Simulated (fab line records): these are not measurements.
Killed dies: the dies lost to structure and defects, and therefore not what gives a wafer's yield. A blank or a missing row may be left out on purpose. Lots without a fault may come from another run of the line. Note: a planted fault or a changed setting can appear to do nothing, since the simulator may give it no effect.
8D (eight disciplines) problem report, filled in by code :: flow sky130 :: the parts of the form that need people (team, actions taken, sign-off) are left out

== 1. THE PROBLEM ==
Across 6 wafers from 2 lots, SONOS_ONO_OXIDATION_THK at SKY_SONOS_ONO_THK_MEAS_01 averages 3.17 nm, while fault-free wafers read 2.57 nm with a standard deviation of 0.056. Relative to the usual mean, that is a shift of +11 standard deviations.
Earliest sighting: wafer L849.1 on film-metro-02 at day 14 07:49. The record holds 36 wafers of 12 lots with a number at this step. By rule, "out" or "out of limits" means more than 4 standard deviations away from the usual mean. The rest of the wafers with a number are treated as sound.

== 2. WHAT IT IS; WHAT IT IS NOT ==
question: which readings at this step
is: SONOS_ONO_OXIDATION_THK
is not: -

question: which lots
is: L849, L852
is not: L841, L842, L845, L846, L850, L853, L859, L860, L861, L864

question: which wafers of those lots
is: all that have a number
is not: -

question: read on which gauges
is: film-metro-02, film-metro-03
is not: film-metro-01

question: when
is: from day 14 07:49
is not: up to then (12 sound wafers); but 18 sound wafers of L850, L853, L859, L860, L861, L864 came after

== 3. WHAT RULES OUT EACH SUSPECT ==
Counting: any tool at a process step up to the reading is kept as a suspect provided that every lot that is out went through it and no sound lot did after the first of them.
- the gauge at SKY_SONOS_ONO_THK_MEAS_01 is ruled out. 2 gauges (film-metro-02, film-metro-03) read the wafers that are out.
- furnace-01 at SKY_SONOS_ONO_OXIDATION_00 (stabilise 600 s, purge 300 s, target thk 2.6 nm): ruled out as a lasting fault. Sound lots L860, L864 ran on it after its first lot that is out, L849 (day 14 06:28).
Left after counting: nothing in the record.

== 4. THE CAUSE (what the simulator had put in) ==
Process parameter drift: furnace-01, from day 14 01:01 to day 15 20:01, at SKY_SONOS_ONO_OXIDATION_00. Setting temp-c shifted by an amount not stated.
Counting ruled it out, wrongly: the rule takes a fault to strike every lot that its tool runs from its start on, and this one did not.

== 5. THE CHAIN OF EFFECTS, in route order ==
One row per reading whose mean, taken over the struck wafers that have a number, lies over 3 standard deviations from the usual. Scope: only readings with a usual standard deviation given in the record; hours: median across lots of the time from each lot's start at the first step in this table that gives one to its start at this step; sigmas: change in usual standard deviations.
hours: 0
step: SKY_SONOS_ONO_OXIDATION_00
reading: spike-tc-bottom-C
usual: 816 C
on struck wafers: 836
change: +20
sigmas: +5.9

hours: 0
step: SKY_SONOS_ONO_OXIDATION_00
reading: spike-tc-centre-C
usual: 801.5 C
on struck wafers: 814.2
change: +12.7
sigmas: +7.1

hours: 0
step: SKY_SONOS_ONO_OXIDATION_00
reading: spike-tc-lower-C
usual: 800.9 C
on struck wafers: 816.6
change: +15.7
sigmas: +14

hours: 0
step: SKY_SONOS_ONO_OXIDATION_00
reading: spike-tc-top-C
usual: 814 C
on struck wafers: 834
change: +20
sigmas: +5.5

hours: 0
step: SKY_SONOS_ONO_OXIDATION_00
reading: spike-tc-upper-C
usual: 800.2 C
on struck wafers: 816.4
change: +16.2
sigmas: +15

hours: 0
step: SKY_SONOS_ONO_OXIDATION_00
reading: tube-center-temp-C
usual: 800 C
on struck wafers: 815
change: +15
sigmas: +99 or more

hours: 0
step: SKY_SONOS_ONO_OXIDATION_00
reading: tube_center_temp_C_max
usual: 802.0
on struck wafers: 816.9
change: +14.9
sigmas: +45

hours: 1
step: SKY_SONOS_ONO_THK_MEAS_01
reading: SONOS_ONO_OXIDATION_THK
usual: 2.57 nm
on struck wafers: 3.17
change: +0.60
sigmas: +11
It contains these process steps:
- SKY_SONOS_ONO_OXIDATION_00: stabilise 600 s, purge 300 s, target thk 2.6 nm.
Later measuring or inspecting steps at which every struck wafer that the step has a row for has a number for every such reading, and none has moved that far: SKY_GATE_OXIDE_TW_MEAS_14.

== 6. WHAT WOULD HAVE CAUGHT IT SOONER ==
7 hours passed between the start of the fault at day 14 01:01 and the first reading out of limits at a measuring or inspecting step in this record, taken at day 14 07:49.
The tool's own readings at SKY_SONOS_ONO_OXIDATION_00 were out on every struck wafer that the step has a row for (spike-tc-bottom-C, spike-tc-centre-C, spike-tc-lower-C, spike-tc-top-C, spike-tc-upper-C, tube-center-temp-C, tube_center_temp_C_max): an alarm limit on them would have fired on the first of those.
